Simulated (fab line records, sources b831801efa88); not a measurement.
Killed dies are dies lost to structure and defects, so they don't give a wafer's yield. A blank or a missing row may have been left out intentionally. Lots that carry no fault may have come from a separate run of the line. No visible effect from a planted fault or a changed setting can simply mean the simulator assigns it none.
A lot that was struck, set against a sound lot / flow sky130 / 18 out of 708 route steps
Sound: these wafers, L651.1, L651.2, L651.3. Struck: wafer L666.5 (L666.1, L666.2, from the same lot, were not struck and are left out); the cause is given at the end.
At each step with rows: each side's tool, then ch and its chambers, then its first start. Under that, the readings that differ: sound wafers / struck wafers / difference of the means / sigmas: that difference in standard deviations of wafers without a fault.
alike: words and numbers the same on both sides, and readings whose means are apart by under 2 such deviations; not compared: readings that were withheld, readings missing a value for some wafer, numbers with overlapping values and no deviation given by the record, and bounds like >300 which may hide the same value.
The two part at a step that has a row with sigmas, a row that says differs or no value, or rows on one side only. Non-overlapping numbers with no deviation appear without sigmas and do not part them. A reading that every wafer of one side lacks parts them only if that side has two wafers or more.

SKY_LI_CONTACT_CVD_21: deposits W, target thk 400 nm, time 120.56 s.
  sound on cvd-w-02 ch 0,1, day 29 05:28; struck on cvd-w-02 ch 0, day 34 08:21
  alike: heater-power-w
SKY_LI_CONTACT_RS_MEAS_22: uses a four-point probe to measure.
  sound: film-metro-01 at day 29 05:35; struck: film-metro-04 at day 34 08:29
  alike: LI_CONTACT_W_RS
SKY_LI_CONTACT_THK_MEAS_23: measures by xrf.
  sound: film-metro-01 at day 29 05:43; struck: film-metro-04 at day 34 08:36
  alike: LI_CONTACT_W_THK
SKY_LI_CONTACT_CMP_24: polishes, stops on PSG, t overpolish 20 s, target thk 0 nm.
  sound on cmp-01 ch 0,1,2, day 29 05:49; struck on cmp-01 ch 2, day 34 08:46
  alike: motor-current-A, overpolish-run-s, time-to-endpoint-s
SKY_LOCAL_INTERCONNECT_SPUTTER_00: material TiN, target thk 100 nm, time 83.3 s.
  sound: pvd-sputter-02 at day 29 06:04; struck: pvd-sputter-04 at day 34 08:58
  alike: throttle-valve-pct
SKY_LOCAL_INTERCONNECT_RS_MEAS_01: uses a four-point probe to measure.
  sound: film-metro-02 at day 29 06:08; struck: film-metro-04 at day 34 09:01
  alike: LOCAL_INTERCONNECT_TIN_RS
SKY_LOCAL_INTERCONNECT_THK_MEAS_02: measures by xrf.
  sound: film-metro-02 at day 29 06:16; struck: film-metro-04 at day 34 09:08
  alike: LOCAL_INTERCONNECT_TIN_THK
then, 5 steps without rows for these wafers: SKY_LOCAL_INTERCONNECT_DEHYDRATE_03 (time 60 s); SKY_LOCAL_INTERCONNECT_HMDS_04 (prime time 60 s); SKY_LOCAL_INTERCONNECT_COAT_05 (resist thk 60 nm); SKY_LOCAL_INTERCONNECT_COAT_06 (resist thk 450 nm); SKY_LOCAL_INTERCONNECT_SOFTBAKE_07 (time 90 s).
SKY_LOCAL_INTERCONNECT_EXPOSE_08: exposes mask LI1M, target cd 170 nm.
  sound on krf-scanner-02 ch 0, day 29 20:21; struck on krf-scanner-01 ch 0, day 34 23:17
  alike: mask, stage-vel-mm-s
then, 2 steps without rows for these wafers: SKY_LOCAL_INTERCONNECT_PEB_09; SKY_LOCAL_INTERCONNECT_DEVELOP_10 (develop time 60 s).
SKY_LOCAL_INTERCONNECT_CD_MEAS_11 targets a cd of 170 nm.
  sound: cd-sem-01 at day 30 10:45; struck: cd-sem-02 at day 35 12:42
  not compared: cd-nm
SKY_LOCAL_INTERCONNECT_OVL_MEAS_12:
  sound: overlay-01 at day 30 10:52; struck: overlay-02 at day 35 12:49
  not compared: LOCAL_INTERCONNECT_OVL
SKY_LOCAL_INTERCONNECT_ETCH_13: etches BARC in N2/H2, stops on SiO2, time 45.9 s, target depth 60 nm.
  sound on rie-metal-02 ch 0,1, day 30 10:55; struck on rie-metal-03 ch 1, day 35 12:52
  alike: drypump-motor-current-A, he-backside-leak-sccm, oes-product-au, throttle-valve-pct
  not compared: rf-hours-counter-h

WHERE THEY PART
Nowhere in this record.

WHY: the cause the simulator had injected
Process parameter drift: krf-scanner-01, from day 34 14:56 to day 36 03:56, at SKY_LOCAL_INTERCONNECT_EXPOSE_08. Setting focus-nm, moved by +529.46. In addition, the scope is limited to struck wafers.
